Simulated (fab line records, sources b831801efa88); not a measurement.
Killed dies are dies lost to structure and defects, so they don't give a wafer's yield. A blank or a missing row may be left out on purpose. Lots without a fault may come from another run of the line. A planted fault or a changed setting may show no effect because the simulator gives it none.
fab line records | flow gf180mcu
record lots=15 wafers=45 last_day=34
route steps=602 shown MIM@506
lots that met no fault: from a run of the same line without faults
start_h: hours from the record's first day to the start of the lot's first wafer shown | wait_h: hours since the lot's step before | " the same as in the row above | L1.1+2: a row that stands for several wafers | - no value, or no start given | * or withheld: withheld | < > ~ a bound
route shown NAME@n: a module of which the file shows steps, and the number in the route of the first | usual: mean/standard deviation of fault-free wafers | same: alike in all rows | chamber/n: place in a boat | sites: the reading at each site | _std_site: their standard deviation | _edge_site: outer sites' mean less inner sites' | radius_mm: how far each site lies from the wafer's centre | mask NAME#n: copy n | behind: the tool/chamber that last shaped the wafer | hold: why the lot was held/for how many hours/how that ended | device: the transistor (n, p or np) that didn't switch | end of line: the same wafers' tests at the end of the route | a step without rows: its recipe alone | killed: dies lost to structure and defects at the first sort, not the wafer's yield | map: a wafer's dies, x killed, . not, _ none there
set.NAME: the setting as run; set.NAME@STEP: as run at that earlier step | model.NAME: the simulator's own value behind a step, which no gauge read
steps of the route over a sample of lots; a table a step, a row a wafer
services: from which hour (start_h, from the record's first day; less than 0 if before it) a tool's chamber was out of use, for how many hours, and why
## steps
# step GF_MIM_SPUTTER_03
# recipe material=Ti target_thk_nm=10 substrate_temp_c=300 chamber_pressure_pa=0.3 power_w=3000 time_s=6.7
# usual cathode_dc_power_W=3000.1/0.57 chamber_pressure_pa=0.2999/0.00065 throttle_valve_pct=30.3/0.95
# columns lot.wafer tool chamber start_h wait_h cathode_dc_power_W chamber_pressure_pa throttle_valve_pct
L985.4 pvd_sputter-03 - 562.16 0.0 3000.5 0.2998 30.1
L985.5 " - " " 2999.9 0.2999 30.3
L985.6 " - " " 3000.2 0.3007 30.2
L987.1 pvd_sputter-02 - 574.81 0.0 3001.1 0.2996 29.7
L987.2 " - " " 3000.0 0.2995 31.4
L987.6 " - " " 2999.9 0.2993 28.3
L989.2 pvd_sputter-02 - 600.55 0.0 3000.0 0.3006 31.0
L989.3 " - " " 2999.8 0.2994 30.0
L989.6 " - " " 2999.7 0.3005 28.0
L990.1 pvd_sputter-03 - 601.08 0.0 2999.9 0.2996 31.0
L990.3 " - " " 2999.3 0.2996 30.1
L990.6 " - " " 3000.4 0.3000 30.8
L991.1 pvd_sputter-02 - 609.64 0.0 3000.6 0.2993 31.1
L991.5 " - " " 3000.0 0.3005 31.6
L991.6 " - " " 2999.6 0.2999 31.1
L992.1 pvd_sputter-01 - 619.62 0.0 2999.7 0.2987 31.3
L992.4 " - " " 3000.4 0.2997 30.4
L992.5 " - " " 2999.7 0.2989 28.9
L997.1 pvd_sputter-03 - 659.42 0.0 - - -
L997.2 " - " " - - -
L997.3 " - " " - - -
L998.3 pvd_sputter-02 - 664.98 0.0 - - -
L998.5 " - " " - - -
L998.6 " - " " - - -
L999.1 pvd_sputter-03 - 673.55 0.0 - - -
L999.3 " - " " - - -
L999.5 " - " " - - -
L101.1 pvd_sputter-03 - 690.02 0.0 3000.7 0.2998 30.1
L101.4 " - " " 2999.5 0.2997 29.9
L101.6 " - " " 3000.0 0.2998 30.3
L103.1 pvd_sputter-02 - 699.65 0.0 3000.3 0.3000 28.0
L103.2 " - " " 2999.9 0.3000 30.1
L103.3 " - " " 2999.7 0.2993 31.7
L104.2 pvd_sputter-03 - 704.20 0.0 3000.5 0.3005 30.3
L104.3 " - " " 3000.4 0.2982 31.0
L104.6 " - " " 2999.8 0.2997 30.1
L106.2 pvd_sputter-01 - 715.73 0.0 3000.5 0.3003 30.5
L106.5 " - " " 2999.6 0.2995 30.8
L106.6 " - " " 2999.7 0.3014 29.1
L107.1 pvd_sputter-02 - 721.53 0.0 3000.0 0.3002 28.2
L107.4 " - " " 3000.2 0.3008 30.0
L107.6 " - " " 2999.8 0.3003 30.9
L108.4 pvd_sputter-02 - 727.12 0.0 3001.1 0.3004 28.4
L108.5 " - " " 2999.9 0.3008 29.9
L108.6 " - " " 3000.9 0.2999 31.5
# step GF_MIM_SPUTTER_04
# recipe material=TiN target_thk_nm=50 power_w=6500 time_s=41.7 chamber_pressure_pa=0.4
# usual cathode_dc_power_W=6499.8/1.2 chamber_pressure_pa=0.3999/0.00081 throttle_valve_pct=30.3/0.99
# columns lot.wafer tool chamber start_h wait_h cathode_dc_power_W chamber_pressure_pa throttle_valve_pct
L985.4 pvd_sputter-03 - 562.18 0.0 6500.6 0.3991 30.1
L985.5 " - " " 6499.6 0.3985 30.0
L985.6 " - " " 6499.8 0.4006 30.1
L987.1 pvd_sputter-02 - 574.83 0.0 6500.3 0.3995 29.7
L987.2 " - " " 6498.2 0.3999 31.5
L987.6 " - " " 6498.2 0.4005 28.0
L989.2 pvd_sputter-02 - 600.57 0.0 6497.6 0.3989 31.0
L989.3 " - " " 6498.9 0.3997 30.2
L989.6 " - " " 6500.0 0.3997 28.1
L990.1 pvd_sputter-03 - 601.10 0.0 6498.8 0.3996 31.2
L990.3 " - " " 6500.1 0.3994 30.2
L990.6 " - " " 6499.4 0.3999 31.2
L991.1 pvd_sputter-02 - 609.66 0.0 6499.5 0.3989 30.9
L991.5 " - " " 6500.3 0.3987 31.5
L991.6 " - " " 6500.1 0.4001 31.2
L992.1 pvd_sputter-01 - 619.64 0.0 6500.0 0.4002 31.0
L992.4 " - " " 6499.8 0.3998 30.6
L992.5 " - " " 6499.3 0.3992 29.0
L997.1 pvd_sputter-03 - 659.44 0.0 6500.9 0.4009 31.1
L997.2 " - " " 6497.8 0.3999 30.2
L997.3 " - " " 6499.5 0.3998 30.1
L998.3 pvd_sputter-02 - 665.00 0.0 6500.6 0.3996 28.3
L998.5 " - " " 6499.3 0.3993 31.7
L998.6 " - " " 6500.1 0.4007 30.0
L999.1 pvd_sputter-03 - 673.57 0.0 6500.1 0.3990 30.0
L999.3 " - " " 6500.3 0.3998 30.1
L999.5 " - " " 6498.4 0.3987 30.1
L101.1 pvd_sputter-03 - 690.04 0.0 6500.3 0.3997 30.3
L101.4 " - " " 6502.2 0.4000 29.8
L101.6 " - " " 6500.4 0.3998 30.3
L103.1 pvd_sputter-02 - 699.67 0.0 6499.1 0.3993 28.0
L103.2 " - " " 6501.1 0.4013 30.0
L103.3 " - " " 6501.3 0.3991 31.6
L104.2 pvd_sputter-03 - 704.22 0.0 6501.5 0.4005 30.2
L104.3 " - " " 6497.8 0.4004 30.9
L104.6 " - " " 6501.8 0.4003 30.1
L106.2 pvd_sputter-01 - 715.75 0.0 6501.2 0.4002 30.4
L106.5 " - " " 6499.9 0.3999 31.2
L106.6 " - " " 6500.1 0.3983 28.7
L107.1 pvd_sputter-02 - 721.55 0.0 6498.8 0.3992 28.1
L107.4 " - " " 6500.4 0.4017 30.0
L107.6 " - " " 6501.2 0.3998 30.9
L108.4 pvd_sputter-02 - 727.14 0.0 6499.9 0.4003 28.3
L108.5 " - " " 6498.8 0.4008 30.1
L108.6 " - " " 6497.5 0.3992 31.7
# step GF_MIM_SPUTTER_07
# recipe material=TiN target_thk_nm=60 power_w=6500 time_s=50 chamber_pressure_pa=0.4
# usual cathode_dc_power_W=6500.0/1.1 chamber_pressure_pa=0.4001/0.00077 throttle_valve_pct=30.4/0.95
# columns lot.wafer tool chamber start_h wait_h cathode_dc_power_W chamber_pressure_pa throttle_valve_pct
L985.4 pvd_sputter-01 - 562.31 0.0 6500.8 0.4002 31.0
L985.5 " - " " 6501.1 0.3989 29.0
L985.6 " - " " 6500.5 0.4004 30.4
L987.1 pvd_sputter-03 - 574.97 0.1 6500.7 0.4002 30.2
L987.2 " - " " 6499.5 0.4005 31.2
L987.6 " - " " 6500.4 0.4002 30.3
L989.2 pvd_sputter-01 - 600.70 0.0 6498.6 0.4003 28.7
L989.3 " - " " 6500.3 0.4011 30.8
L989.6 " - " " 6499.6 0.3997 31.0
L990.1 pvd_sputter-02 - 601.23 0.1 6499.2 0.3987 31.5
L990.3 " - " " 6499.0 0.4005 31.1
L990.6 " - " " 6499.0 0.3996 30.2
L991.1 pvd_sputter-03 - 609.80 0.1 6500.1 0.3990 31.0
L991.5 " - " " 6500.5 0.4007 30.4
L991.6 " - " " 6499.0 0.4006 30.1
L992.1 pvd_sputter-03 - 619.77 0.1 6499.7 0.3997 30.1
L992.4 " - " " 6498.9 0.3988 30.3
L992.5 " - " " 6499.7 0.4005 30.3
L997.1 pvd_sputter-03 - 659.58 0.1 6500.6 0.4004 30.0
L997.2 " - " " 6500.5 0.4005 29.9
L997.3 " - " " 6499.5 0.3995 31.2
L998.3 pvd_sputter-02 - 665.14 0.0 6497.9 0.4002 31.7
L998.5 " - " " 6500.8 0.4001 31.6
L998.6 " - " " 6501.3 0.4000 30.9
L999.1 pvd_sputter-02 - 673.71 0.1 6499.7 0.3990 31.6
L999.3 " - " " 6501.1 0.3996 28.5
L999.5 " - " " 6499.4 0.4006 31.1
L101.1 pvd_sputter-02 - 690.17 0.1 6498.7 0.4009 31.5
L101.4 " - " " 6499.6 0.3999 30.1
L101.6 " - " " 6500.8 0.3997 31.4
L103.1 pvd_sputter-02 - 699.87 0.1 6499.3 0.4008 30.9
L103.2 " - " " 6500.6 0.4006 28.0
L103.3 " - " " 6500.7 0.4004 31.6
L104.2 pvd_sputter-01 - 704.36 0.0 6500.6 0.4015 30.4
L104.3 " - " " 6498.8 0.3997 31.2
L104.6 " - " " 6501.1 0.4012 30.7
L106.2 pvd_sputter-02 - 715.89 0.0 6499.5 0.4014 28.2
L106.5 " - " " 6500.2 0.4002 28.1
L106.6 " - " " 6499.7 0.4018 30.9
L107.1 pvd_sputter-03 - 721.68 0.1 6500.3 0.4011 30.0
L107.4 " - " " 6500.2 0.4007 31.0
L107.6 " - " " 6503.4 0.4020 30.1
L108.4 pvd_sputter-03 - 727.27 0.0 6498.3 0.3999 30.2
L108.5 " - " " 6501.2 0.3996 30.2
L108.6 " - " " 6499.8 0.3994 30.2
# step GF_MIM_SPUTTER_09
# recipe material=TiN target_thk_nm=35 power_w=6500 time_s=29.2 chamber_pressure_pa=0.4
# usual cathode_dc_power_W=6500.1/1.2 chamber_pressure_pa=0.4000/0.00082 throttle_valve_pct=30.3/0.96
# columns lot.wafer tool chamber start_h wait_h cathode_dc_power_W chamber_pressure_pa throttle_valve_pct
L985.4 pvd_sputter-01 - 562.38 0.0 6500.5 0.3991 30.9
L985.5 " - " " 6500.9 0.4006 28.8
L985.6 " - " " 6501.4 0.3989 30.2
L987.1 pvd_sputter-03 - 575.03 0.0 6500.7 0.4002 30.4
L987.2 " - " " 6499.7 0.3982 31.0
L987.6 " - " " 6501.1 0.4004 30.2
L989.2 pvd_sputter-01 - 600.77 0.0 6497.9 0.4001 28.7
L989.3 " - " " 6499.0 0.4005 30.7
L989.6 " - " " 6499.6 0.4003 30.8
L990.1 pvd_sputter-02 - 601.30 0.0 6499.0 0.3993 31.7
L990.3 " - " " 6498.6 0.3996 31.1
L990.6 " - " " 6499.7 0.4002 30.0
L991.1 pvd_sputter-03 - 609.86 0.0 6500.0 0.3997 31.0
L991.5 " - " " 6499.8 0.4001 30.1
L991.6 " - " " 6498.4 0.3986 29.8
L992.1 pvd_sputter-03 - 619.84 0.0 6502.0 0.3993 30.2
L992.4 " - " " 6499.5 0.4005 30.2
L992.5 " - " " 6499.1 0.4004 30.3
L997.1 pvd_sputter-03 - 659.64 0.0 6500.2 0.4014 30.4
L997.2 " - " " 6500.7 0.3991 30.1
L997.3 " - " " 6502.4 0.4004 31.1
L998.3 pvd_sputter-02 - 665.20 0.0 6500.4 0.4003 31.9
L998.5 " - " " 6501.5 0.4003 31.5
L998.6 " - " " 6497.7 0.3985 30.9
L999.1 pvd_sputter-02 - 673.77 0.0 6501.6 0.4006 31.5
L999.3 " - " " 6498.3 0.3999 28.2
L999.5 " - " " 6500.0 0.3999 30.9
L101.1 pvd_sputter-02 - 690.24 0.0 6500.3 0.3998 31.7
L101.4 " - " " 6498.6 0.4003 29.9
L101.6 " - " " 6498.4 0.3995 31.5
L103.1 pvd_sputter-02 - 699.94 0.0 6502.4 0.3982 31.2
L103.2 " - " " 6502.2 0.4005 28.4
L103.3 " - " " 6499.4 0.4008 31.6
L104.2 pvd_sputter-01 - 704.42 0.0 6500.9 0.4010 30.4
L104.3 " - " " 6500.7 0.4006 31.1
L104.6 " - " " 6500.8 0.4005 30.7
L106.2 pvd_sputter-02 - 715.95 0.0 6502.2 0.3996 28.4
L106.5 " - " " 6500.0 0.4006 28.0
L106.6 " - " " 6500.6 0.3990 31.0
L107.1 pvd_sputter-03 - 721.75 0.0 6501.1 0.4007 30.0
L107.4 " - " " 6501.4 0.3995 31.0
L107.6 " - " " 6499.4 0.4005 29.9
L108.4 pvd_sputter-03 - 727.34 0.0 6502.2 0.3994 30.1
L108.5 " - " " 6500.3 0.4001 30.1
L108.6 " - " " 6499.0 0.3999 29.9
## services
# columns tool chamber start_h hours kind
pvd_sputter-02 - 581.17 1.5 repair
pvd_sputter-01 - 625.85 65.9 repair
pvd_sputter-03 - 638.32 5.5 repair
pvd_sputter-01 - 663.16 5.6 repair
pvd_sputter-03 - 722.21 1.1 repair
## key
first_sign step=GF_MIM_SPUTTER_03 reading=tool_record direction=missing
effect none on later readings
met_at GF_MIM_SPUTTER_03
struck_lots L997,L998,L999
later_rows_left_out L997.1,L997.2,L997.3,L998.3,L998.5,L998.6,L999.1,L999.3,L999.5
sort_left_out L997.1,L997.2,L997.3,L998.3,L998.5,L998.6,L999.1,L999.3,L999.5
not_acting_at GF_MIM_SPUTTER_04,GF_MIM_SPUTTER_07,GF_MIM_SPUTTER_09
onset_between 609.64 659.42
fault kind=skipped_step_whole tool=pvd_sputter-02,pvd_sputter-03 chamber=- onset_h=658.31 steps=GF_MIM_SPUTTER_03 scope=struck_lots_only
# sort_left_out: the simulated sort isn't trusted on such a fault, so these wafers' sort isn't shown, and their yield isn't known
# later_rows_left_out: the simulator's readings of these wafers behind a module that went badly wrong aren't trusted and aren't shown, but for the sort
